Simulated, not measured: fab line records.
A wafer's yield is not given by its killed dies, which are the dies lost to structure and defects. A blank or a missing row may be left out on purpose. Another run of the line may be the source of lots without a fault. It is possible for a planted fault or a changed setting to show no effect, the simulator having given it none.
Which tool is to blame? :: flow sky130 :: 24 lots with 72 wafers sampled at 6 steps, on a route of 708 steps

## WHAT EACH GAUGE READ, for each wafer
SKY_VIA2_RS_MEAS_22: the measuring method here is four-point-probe.
lot: L074
measured: day 36 11:41
on: film_metro-01
VIA2_W_RS (ohm/sq): 0.2714 0.2699 0.2689

lot: L075
measured: day 36 20:59
on: film_metro-04
VIA2_W_RS (ohm/sq): 0.2748 0.2733 0.2767

lot: L076
measured: day 37 04:42
on: film_metro-04
VIA2_W_RS (ohm/sq): 0.2722 0.2757 0.2737

lot: L077
measured: day 37 13:20
on: film_metro-02
VIA2_W_RS (ohm/sq): 0.2700 0.2696 0.2742

lot: L078
measured: day 38 00:04
on: film_metro-02
VIA2_W_RS (ohm/sq): 0.2695 0.2664 0.2711

lot: L079
measured: day 38 11:11
on: film_metro-04
VIA2_W_RS (ohm/sq): 0.2699 0.2691 0.2699

lot: L080
measured: day 38 12:45
on: film_metro-04
VIA2_W_RS (ohm/sq): 0.2755 0.2753 0.2677

lot: L081
measured: day 38 14:12
on: film_metro-02
VIA2_W_RS (ohm/sq): 0.2696 0.2726 0.2714

lot: L082
measured: day 39 19:53
on: film_metro-04
VIA2_W_RS (ohm/sq): 0.2753 0.2745 0.2758

lot: L083
measured: day 39 21:03
on: film_metro-04
VIA2_W_RS (ohm/sq): 0.2713 0.2690 0.2717

lot: L084
measured: day 39 22:22
on: film_metro-04
VIA2_W_RS (ohm/sq): 0.2746 0.2733 0.2754

lot: L085
measured: day 40 03:50
on: film_metro-04
VIA2_W_RS (ohm/sq): 0.2708 0.2769 0.2768

lot: L086
measured: day 40 10:03
on: film_metro-01
VIA2_W_RS (ohm/sq): 0.2727 0.2775 0.2720

lot: L087
measured: day 41 04:04
on: film_metro-02
VIA2_W_RS (ohm/sq): 0.2796 0.2725 0.2700

lot: L088
measured: day 41 04:50
on: film_metro-02
VIA2_W_RS (ohm/sq): 0.2704 0.2714 0.2725

lot: L090
measured: day 41 12:44
on: film_metro-01
VIA2_W_RS (ohm/sq): 0.2731 0.2701 0.2686

lot: L089
measured: day 41 14:00
on: film_metro-01
VIA2_W_RS (ohm/sq): 0.2744 0.2747 0.2699

lot: L091
measured: day 41 16:16
on: film_metro-02
VIA2_W_RS (ohm/sq): 0.2678 0.2711 0.2753

lot: L092
measured: day 42 00:33
on: film_metro-04
VIA2_W_RS (ohm/sq): 0.2764 0.2742 0.2812

lot: L093
measured: day 42 08:30
on: film_metro-04
VIA2_W_RS (ohm/sq): 0.2734 0.2723 0.2785

lot: L094
measured: day 42 13:38
on: film_metro-02
VIA2_W_RS (ohm/sq): 0.2736 0.2734 0.2741

lot: L095
measured: day 43 01:24
on: film_metro-02
VIA2_W_RS (ohm/sq): 0.2669 0.2735 0.2691

lot: L096
measured: day 43 05:10
on: film_metro-02
VIA2_W_RS (ohm/sq): 0.2731 0.2757 0.2757

lot: L097
measured: day 43 06:22
on: film_metro-02
VIA2_W_RS (ohm/sq): 0.2753 0.2728 0.2755

SKY_VIA3_THK_MEAS_01.
lot: L074
measured: day 38 17:07
on: film_metro-03
VIA3_HDPCVD_THK (nm): 1690 1679 1653

lot: L075
measured: day 39 03:36
on: film_metro-03
VIA3_HDPCVD_THK (nm): 1626 1629 1658

lot: L076
measured: day 39 10:40
on: film_metro-04
VIA3_HDPCVD_THK (nm): 1674 1663 1656

lot: L077
measured: day 39 18:52
on: film_metro-03
VIA3_HDPCVD_THK (nm): 1666 1690 1674

lot: L078
measured: day 40 04:49
on: film_metro-01
VIA3_HDPCVD_THK (nm): 1636 1674 1666

lot: L079
measured: day 40 16:20
on: film_metro-01
VIA3_HDPCVD_THK (nm): 1662 1673 1648

lot: L080
measured: day 40 17:08
on: film_metro-03
VIA3_HDPCVD_THK (nm): 1637 1653 1688

lot: L081
measured: day 40 18:14
on: film_metro-03
VIA3_HDPCVD_THK (nm): 1650 1648 1642

lot: L082
measured: day 41 23:15
on: film_metro-03
VIA3_HDPCVD_THK (nm): 1652 1633 1640

lot: L083
measured: day 42 00:20
on: film_metro-03
VIA3_HDPCVD_THK (nm): 1642 1659 1672

lot: L084
measured: day 42 01:16
on: film_metro-03
VIA3_HDPCVD_THK (nm): 1676 1669 1668

lot: L085
measured: day 42 06:05
on: film_metro-04
VIA3_HDPCVD_THK (nm): 1659 1648 1665

lot: L086
measured: day 42 13:12
on: film_metro-03
VIA3_HDPCVD_THK (nm): 1651 1646 1666

lot: L087
measured: day 43 06:10
on: film_metro-04
VIA3_HDPCVD_THK (nm): 1634 1627 1638

lot: L088
measured: day 43 06:55
on: film_metro-03
VIA3_HDPCVD_THK (nm): 1704 1687 1669

lot: L090
measured: day 43 15:25
on: film_metro-04
VIA3_HDPCVD_THK (nm): 1631 1645 1623

lot: L089
measured: day 43 16:40
on: film_metro-03
VIA3_HDPCVD_THK (nm): 1630 1638 1633

lot: L091
measured: day 43 18:07
on: film_metro-04
VIA3_HDPCVD_THK (nm): 1703 1688 1679

lot: L092
measured: day 44 01:25
on: film_metro-03
VIA3_HDPCVD_THK (nm): 1634 1650 1644

lot: L093
measured: day 44 09:16
on: film_metro-04
VIA3_HDPCVD_THK (nm): 1648 1658 1649

lot: L094
measured: day 44 15:23
on: film_metro-03
VIA3_HDPCVD_THK (nm): 1665 1643 1682

lot: L095
measured: day 45 01:22
on: film_metro-04
VIA3_HDPCVD_THK (nm): 1699 1714 1679

lot: L096
measured: day 45 04:01
on: film_metro-04
VIA3_HDPCVD_THK (nm): 1682 1680 1691

lot: L097
measured: day 45 04:58
on: film_metro-03
VIA3_HDPCVD_THK (nm): 1653 1667 1690

SKY_VIA3_CD_MEAS_12: the cd target is 200 nm.
lot: L074
measured: day 39 18:29
on: cd_sem-01
cd_nm (nm): 201.7 200.9 201.9

lot: L075
measured: day 40 05:56
on: cd_sem-02
cd_nm (nm): 200.7 200.8 200.9

lot: L076
measured: day 40 11:47
on: cd_sem-01
cd_nm (nm): 198.9 201.0 201.4

lot: L077
measured: day 40 20:02
on: cd_sem-01
cd_nm (nm): 200.2 198.7 200.0

lot: L078
measured: day 41 05:42
on: cd_sem-01
cd_nm (nm): 201.3 202.3 202.6

lot: L079
measured: day 41 16:52
on: cd_sem-02
cd_nm (nm): 200.4 199.6 200.2

lot: L080
measured: day 41 17:07
on: cd_sem-01
cd_nm (nm): 199.6 199.6 198.8

lot: L081
measured: day 41 18:50
on: cd_sem-01
cd_nm (nm): 198.2 198.1 198.8

lot: L082
measured: day 42 23:05
on: cd_sem-01
cd_nm (nm): 201.0 199.8 201.0

lot: L083
measured: day 43 00:10
on: cd_sem-01
cd_nm (nm): 202.7 201.0 200.1

lot: L084
measured: day 43 01:31
on: cd_sem-01
cd_nm (nm): 199.0 199.1 198.5

lot: L085
measured: day 43 06:38
on: cd_sem-02
cd_nm (nm): 197.8 200.6 199.3

lot: L086
measured: day 43 12:49
on: cd_sem-02
cd_nm (nm): 201.5 200.3 200.7

lot: L087
measured: day 44 04:50
on: cd_sem-02
cd_nm (nm): 204.6 202.7 203.1

lot: L088
measured: day 44 05:32
on: cd_sem-01
cd_nm (nm): 202.2 202.9 203.8

lot: L090
measured: day 44 15:10
on: cd_sem-02
cd_nm (nm): 200.1 199.9 200.2

lot: L089
measured: day 44 15:21
on: cd_sem-01
cd_nm (nm): 200.8 198.7 197.8

lot: L091
measured: day 44 17:14
on: cd_sem-02
cd_nm (nm): 198.2 197.4 196.9

lot: L092
measured: day 45 00:12
on: cd_sem-02
cd_nm (nm): 200.9 201.6 201.0

lot: L093
measured: day 45 07:41
on: cd_sem-01
cd_nm (nm): 199.5 197.4 196.8

lot: L094
measured: day 45 13:28
on: cd_sem-01
cd_nm (nm): 200.5 200.8 200.1

lot: L095
measured: day 45 22:56
on: cd_sem-01
cd_nm (nm): 197.2 198.8 197.9

lot: L096
measured: day 46 00:46
on: cd_sem-01
cd_nm (nm): 197.5 200.3 198.4

lot: L097
measured: day 46 03:10
on: cd_sem-01
cd_nm (nm): 198.5 200.2 199.2

## EACH LOT AND THE TOOL THAT RAN IT (in order: tool; ch and the chambers of the sampled wafers; start)
lot: L074
SKY_LOCAL_INTERCONNECT_SPUTTER_00: pvd_sputter-03, day 29 06:15
SKY_METAL3_SPUTTER_00: pvd_sputter-03, day 36 12:10
SKY_METAL3_STRIP_19: plasma_asher-03 ch 0,1, day 38 16:22

lot: L075
SKY_LOCAL_INTERCONNECT_SPUTTER_00: pvd_sputter-04, day 29 17:11
SKY_METAL3_SPUTTER_00: pvd_sputter-03, day 36 21:42
SKY_METAL3_STRIP_19: plasma_asher-01 ch 0,1, day 39 02:48

lot: L076
SKY_LOCAL_INTERCONNECT_SPUTTER_00: pvd_sputter-02, day 30 02:15
SKY_METAL3_SPUTTER_00: pvd_sputter-03, day 37 05:11
SKY_METAL3_STRIP_19: plasma_asher-02 ch 0,1, day 39 09:55

lot: L077
SKY_LOCAL_INTERCONNECT_SPUTTER_00: pvd_sputter-02, day 30 10:16
SKY_METAL3_SPUTTER_00: pvd_sputter-02, day 37 13:49
SKY_METAL3_STRIP_19: plasma_asher-02 ch 0,1, day 39 18:06

lot: L078
SKY_LOCAL_INTERCONNECT_SPUTTER_00: pvd_sputter-02, day 30 21:53
SKY_METAL3_SPUTTER_00: pvd_sputter-01, day 38 00:29
SKY_METAL3_STRIP_19: plasma_asher-02 ch 0,1, day 40 04:04

lot: L079
SKY_LOCAL_INTERCONNECT_SPUTTER_00: pvd_sputter-02, day 31 12:11
SKY_METAL3_SPUTTER_00: pvd_sputter-03, day 38 11:40
SKY_METAL3_STRIP_19: plasma_asher-02 ch 0,1, day 40 15:29

lot: L080
SKY_LOCAL_INTERCONNECT_SPUTTER_00: pvd_sputter-03, day 31 12:19
SKY_METAL3_SPUTTER_00: pvd_sputter-03, day 38 13:13
SKY_METAL3_STRIP_19: plasma_asher-02 ch 0,1, day 40 16:15

lot: L081
SKY_LOCAL_INTERCONNECT_SPUTTER_00: pvd_sputter-04, day 31 13:45
SKY_METAL3_SPUTTER_00: pvd_sputter-01, day 38 14:40
SKY_METAL3_STRIP_19: plasma_asher-03 ch 0,1, day 40 17:20

lot: L082
SKY_LOCAL_INTERCONNECT_SPUTTER_00: pvd_sputter-02, day 32 22:14
SKY_METAL3_SPUTTER_00: pvd_sputter-01, day 39 20:22
SKY_METAL3_STRIP_19: plasma_asher-03 ch 0,1, day 41 22:25

lot: L083
SKY_LOCAL_INTERCONNECT_SPUTTER_00: pvd_sputter-04, day 32 22:54
SKY_METAL3_SPUTTER_00: pvd_sputter-01, day 39 21:32
SKY_METAL3_STRIP_19: plasma_asher-01 ch 0,1, day 41 23:34

lot: L084
SKY_LOCAL_INTERCONNECT_SPUTTER_00: pvd_sputter-03, day 32 23:39
SKY_METAL3_SPUTTER_00: pvd_sputter-01, day 39 22:50
SKY_METAL3_STRIP_19: plasma_asher-01 ch 0,1, day 42 00:31

lot: L085
SKY_LOCAL_INTERCONNECT_SPUTTER_00: pvd_sputter-02, day 33 04:12
SKY_METAL3_SPUTTER_00: pvd_sputter-01, day 40 04:19
SKY_METAL3_STRIP_19: plasma_asher-03 ch 0,1, day 42 05:12

lot: L086
SKY_LOCAL_INTERCONNECT_SPUTTER_00: pvd_sputter-03, day 33 12:36
SKY_METAL3_SPUTTER_00: pvd_sputter-01, day 40 10:32
SKY_METAL3_STRIP_19: plasma_asher-01 ch 0,1, day 42 12:21

lot: L087
SKY_LOCAL_INTERCONNECT_SPUTTER_00: pvd_sputter-04, day 34 06:47
SKY_METAL3_SPUTTER_00: pvd_sputter-01, day 41 04:33
SKY_METAL3_STRIP_19: plasma_asher-01 ch 0,1, day 43 05:19

lot: L088
SKY_LOCAL_INTERCONNECT_SPUTTER_00: pvd_sputter-04, day 34 07:39
SKY_METAL3_SPUTTER_00: pvd_sputter-02, day 41 05:19
SKY_METAL3_STRIP_19: plasma_asher-02 ch 0,1, day 43 06:10

lot: L090
SKY_LOCAL_INTERCONNECT_SPUTTER_00: pvd_sputter-04, day 34 17:35
SKY_METAL3_SPUTTER_00: pvd_sputter-01, day 41 13:28
SKY_METAL3_STRIP_19: plasma_asher-02 ch 0, day 43 14:31

lot: L089
SKY_LOCAL_INTERCONNECT_SPUTTER_00: pvd_sputter-04, day 34 19:31
SKY_METAL3_SPUTTER_00: pvd_sputter-01, day 41 14:40
SKY_METAL3_STRIP_19: plasma_asher-02 ch 0,1, day 43 15:49

lot: L091
SKY_LOCAL_INTERCONNECT_SPUTTER_00: pvd_sputter-04, day 34 22:15
SKY_METAL3_SPUTTER_00: pvd_sputter-03, day 41 16:55
SKY_METAL3_STRIP_19: plasma_asher-03 ch 0,1, day 43 17:15

lot: L092
SKY_LOCAL_INTERCONNECT_SPUTTER_00: pvd_sputter-03, day 35 08:38
SKY_METAL3_SPUTTER_00: pvd_sputter-03, day 42 01:02
SKY_METAL3_STRIP_19: plasma_asher-03 ch 0,1, day 44 00:34

lot: L093
SKY_LOCAL_INTERCONNECT_SPUTTER_00: pvd_sputter-02, day 35 14:51
SKY_METAL3_SPUTTER_00: pvd_sputter-02, day 42 08:55
SKY_METAL3_STRIP_19: plasma_asher-03 ch 0,1, day 44 08:18

lot: L094
SKY_LOCAL_INTERCONNECT_SPUTTER_00: pvd_sputter-04, day 35 20:58
SKY_METAL3_SPUTTER_00: pvd_sputter-02, day 42 14:04
SKY_METAL3_STRIP_19: plasma_asher-03 ch 0,1, day 44 14:38

lot: L095
SKY_LOCAL_INTERCONNECT_SPUTTER_00: pvd_sputter-04, day 36 08:18
SKY_METAL3_SPUTTER_00: pvd_sputter-01, day 43 01:59
SKY_METAL3_STRIP_19: plasma_asher-03 ch 1, day 45 00:34

lot: L096
SKY_LOCAL_INTERCONNECT_SPUTTER_00: pvd_sputter-03, day 36 15:03
SKY_METAL3_SPUTTER_00: pvd_sputter-03, day 43 05:37
SKY_METAL3_STRIP_19: plasma_asher-03 ch 0,1, day 45 03:15

lot: L097
SKY_LOCAL_INTERCONNECT_SPUTTER_00: pvd_sputter-03, day 36 15:57
SKY_METAL3_SPUTTER_00: pvd_sputter-01, day 43 06:51
SKY_METAL3_STRIP_19: plasma_asher-01 ch 0,1, day 45 04:12
- SKY_LOCAL_INTERCONNECT_SPUTTER_00: material TiN, target thk 100 nm, time 83.3 s.
- SKY_METAL3_SPUTTER_00: material Ti, target thk 15 nm, time 10 s.
- SKY_METAL3_STRIP_19: strips in O2/N2.

## WHAT THE TOOLS THEMSELVES READ (means of the sampled wafers that have a number; where no wafer has one, the mark that the record gives instead)
SKY_LOCAL_INTERCONNECT_SPUTTER_00.
lot: L074
tool: pvd_sputter-03
throttle_valve_pct (%): 30.1

lot: L075
tool: pvd_sputter-04
throttle_valve_pct (%): 29.2

lot: L076
tool: pvd_sputter-02
throttle_valve_pct (%): 30.2

lot: L077
tool: pvd_sputter-02
throttle_valve_pct (%): 30.3

lot: L078
tool: pvd_sputter-02
throttle_valve_pct (%): 30.4

lot: L079
tool: pvd_sputter-02
throttle_valve_pct (%): 29.5

lot: L080
tool: pvd_sputter-03
throttle_valve_pct (%): 30.2

lot: L081
tool: pvd_sputter-04
throttle_valve_pct (%): 28.9

lot: L082
tool: pvd_sputter-02
throttle_valve_pct (%): 30.0

lot: L083
tool: pvd_sputter-04
throttle_valve_pct (%): 29.1

lot: L084
tool: pvd_sputter-03
throttle_valve_pct (%): 30.3

lot: L085
tool: pvd_sputter-02
throttle_valve_pct (%): 29.9

lot: L086
tool: pvd_sputter-03
throttle_valve_pct (%): 30.6

lot: L087
tool: pvd_sputter-04
throttle_valve_pct (%): 29.2

lot: L088
tool: pvd_sputter-04
throttle_valve_pct (%): 29.0

lot: L090
tool: pvd_sputter-04
throttle_valve_pct (%): 29.3

lot: L089
tool: pvd_sputter-04
throttle_valve_pct (%): 29.3

lot: L091
tool: pvd_sputter-04
throttle_valve_pct (%): 29.2

lot: L092
tool: pvd_sputter-03
throttle_valve_pct (%): 30.3

lot: L093
tool: pvd_sputter-02
throttle_valve_pct (%): 29.5

lot: L094
tool: pvd_sputter-04
throttle_valve_pct (%): 29.3

lot: L095
tool: pvd_sputter-04
throttle_valve_pct (%): 29.0

lot: L096
tool: pvd_sputter-03
throttle_valve_pct (%): 30.6

lot: L097
tool: pvd_sputter-03
throttle_valve_pct (%): 29.6

SKY_METAL3_SPUTTER_00.
lot: L074
tool: pvd_sputter-03
throttle_valve_pct (%): 30.2

lot: L075
tool: pvd_sputter-03
throttle_valve_pct (%): 30.5

lot: L076
tool: pvd_sputter-03
throttle_valve_pct (%): 30.0

lot: L077
tool: pvd_sputter-02
throttle_valve_pct (%): 29.6

lot: L078
tool: pvd_sputter-01
throttle_valve_pct (%): 30.6

lot: L079
tool: pvd_sputter-03
throttle_valve_pct (%): 30.0

lot: L080
tool: pvd_sputter-03
throttle_valve_pct (%): 29.5

lot: L081
tool: pvd_sputter-01
throttle_valve_pct (%): 30.0

lot: L082
tool: pvd_sputter-01
throttle_valve_pct (%): 30.1

lot: L083
tool: pvd_sputter-01
throttle_valve_pct (%): 30.0

lot: L084
tool: pvd_sputter-01
throttle_valve_pct (%): 30.6

lot: L085
tool: pvd_sputter-01
throttle_valve_pct (%): 29.9

lot: L086
tool: pvd_sputter-01
throttle_valve_pct (%): 29.7

lot: L087
tool: pvd_sputter-01
throttle_valve_pct (%): 29.4

lot: L088
tool: pvd_sputter-02
throttle_valve_pct (%): 30.0

lot: L090
tool: pvd_sputter-01
throttle_valve_pct (%): 29.6

lot: L089
tool: pvd_sputter-01
throttle_valve_pct (%): 29.8

lot: L091
tool: pvd_sputter-03
throttle_valve_pct (%): 30.8

lot: L092
tool: pvd_sputter-03
throttle_valve_pct (%): 30.4

lot: L093
tool: pvd_sputter-02
throttle_valve_pct (%): 30.4

lot: L094
tool: pvd_sputter-02
throttle_valve_pct (%): 30.0

lot: L095
tool: pvd_sputter-01
throttle_valve_pct (%): 29.4

lot: L096
tool: pvd_sputter-03
throttle_valve_pct (%): 30.5

lot: L097
tool: pvd_sputter-01
throttle_valve_pct (%): 29.6

SKY_METAL3_STRIP_19.
lot: L074
tool: plasma_asher-03
drypump_motor_current_A (A): 5.8
oes_product_au (a.u.): 0.505
strip_time_to_endpoint_s (s): 6.60

lot: L075
tool: plasma_asher-01
drypump_motor_current_A (A): 5.5
oes_product_au (a.u.): 0.503
strip_time_to_endpoint_s (s): 6.56

lot: L076
tool: plasma_asher-02
drypump_motor_current_A (A): 5.6
oes_product_au (a.u.): 0.504
strip_time_to_endpoint_s (s): 6.64

lot: L077
tool: plasma_asher-02
drypump_motor_current_A (A): 5.4
oes_product_au (a.u.): 0.497
strip_time_to_endpoint_s (s): 6.54

lot: L078
tool: plasma_asher-02
drypump_motor_current_A (A): 5.7
oes_product_au (a.u.): 0.492
strip_time_to_endpoint_s (s): 6.26

lot: L079
tool: plasma_asher-02
drypump_motor_current_A (A): 5.4
oes_product_au (a.u.): 0.500
strip_time_to_endpoint_s (s): 6.35

lot: L080
tool: plasma_asher-02
drypump_motor_current_A (A): 5.3
oes_product_au (a.u.): 0.507
strip_time_to_endpoint_s (s): 6.60

lot: L081
tool: plasma_asher-03
drypump_motor_current_A (A): 5.8
oes_product_au (a.u.): 0.496
strip_time_to_endpoint_s (s): 6.43

lot: L082
tool: plasma_asher-03
drypump_motor_current_A (A): 5.8
oes_product_au (a.u.): 0.493
strip_time_to_endpoint_s (s): 6.28

lot: L083
tool: plasma_asher-01
drypump_motor_current_A (A): 5.4
oes_product_au (a.u.): 0.489
strip_time_to_endpoint_s (s): 6.31

lot: L084
tool: plasma_asher-01
drypump_motor_current_A (A): 5.3
oes_product_au (a.u.): 0.490
strip_time_to_endpoint_s (s): 6.23

lot: L085
tool: plasma_asher-03
drypump_motor_current_A (A): 5.8
oes_product_au (a.u.): 0.509
strip_time_to_endpoint_s (s): 6.62

lot: L086
tool: plasma_asher-01
drypump_motor_current_A (A): 5.5
oes_product_au (a.u.): 0.502
strip_time_to_endpoint_s (s): 6.53

lot: L087
tool: plasma_asher-01
drypump_motor_current_A (A): 5.3
oes_product_au (a.u.): 0.505
strip_time_to_endpoint_s (s): 6.52

lot: L088
tool: plasma_asher-02
drypump_motor_current_A (A): 5.4
oes_product_au (a.u.): 0.494
strip_time_to_endpoint_s (s): 6.26

lot: L090
tool: plasma_asher-02
drypump_motor_current_A (A): 5.1
oes_product_au (a.u.): 0.499
strip_time_to_endpoint_s (s): 6.40

lot: L089
tool: plasma_asher-02
drypump_motor_current_A (A): 5.4
oes_product_au (a.u.): 0.491
strip_time_to_endpoint_s (s): 6.31

lot: L091
tool: plasma_asher-03
drypump_motor_current_A (A): 5.8
oes_product_au (a.u.): 0.501
strip_time_to_endpoint_s (s): 6.44

lot: L092
tool: plasma_asher-03
drypump_motor_current_A (A): 5.8
oes_product_au (a.u.): 0.500
strip_time_to_endpoint_s (s): 6.40

lot: L093
tool: plasma_asher-03
drypump_motor_current_A (A): 5.8
oes_product_au (a.u.): 0.492
strip_time_to_endpoint_s (s): 6.21

lot: L094
tool: plasma_asher-03
drypump_motor_current_A (A): 6.0
oes_product_au (a.u.): 0.489
strip_time_to_endpoint_s (s): 6.31

lot: L095
tool: plasma_asher-03
drypump_motor_current_A (A): 6.1
oes_product_au (a.u.): 0.490
strip_time_to_endpoint_s (s): 6.39

lot: L096
tool: plasma_asher-03
drypump_motor_current_A (A): 5.8
oes_product_au (a.u.): 0.503
strip_time_to_endpoint_s (s): 6.48

lot: L097
tool: plasma_asher-01
drypump_motor_current_A (A): 5.3
oes_product_au (a.u.): 0.499
strip_time_to_endpoint_s (s): 6.43

## THE ANSWER, worked out from the rows above alone
Rule: usual is defined by the lots themselves. Put in order of their means at a reading, lots are off if they are a third of the lots or fewer, leave a main group of 4 or more, and stand apart from it by a gap of 3 or more times the standard deviation of the main group's means; of several such gaps the widest counts. A main group whose means are all the same, to the digits that the tables above print for the reading, isn't used. A lot without any number at a reading at which 4 lots or more have one is off too. The other lots that the step has rows for count as sound. The gauges are gone through in route order, then the tools' own readings, and for those a lot's mean is taken as printed above. The first step at which some lot is off is used, and at that step the reading that is off furthest; a lot without a number counts as furthest.
Nothing can be told from this: no lot is off at any reading shown.

## WHAT WAS PUT IN BY THE SIMULATOR
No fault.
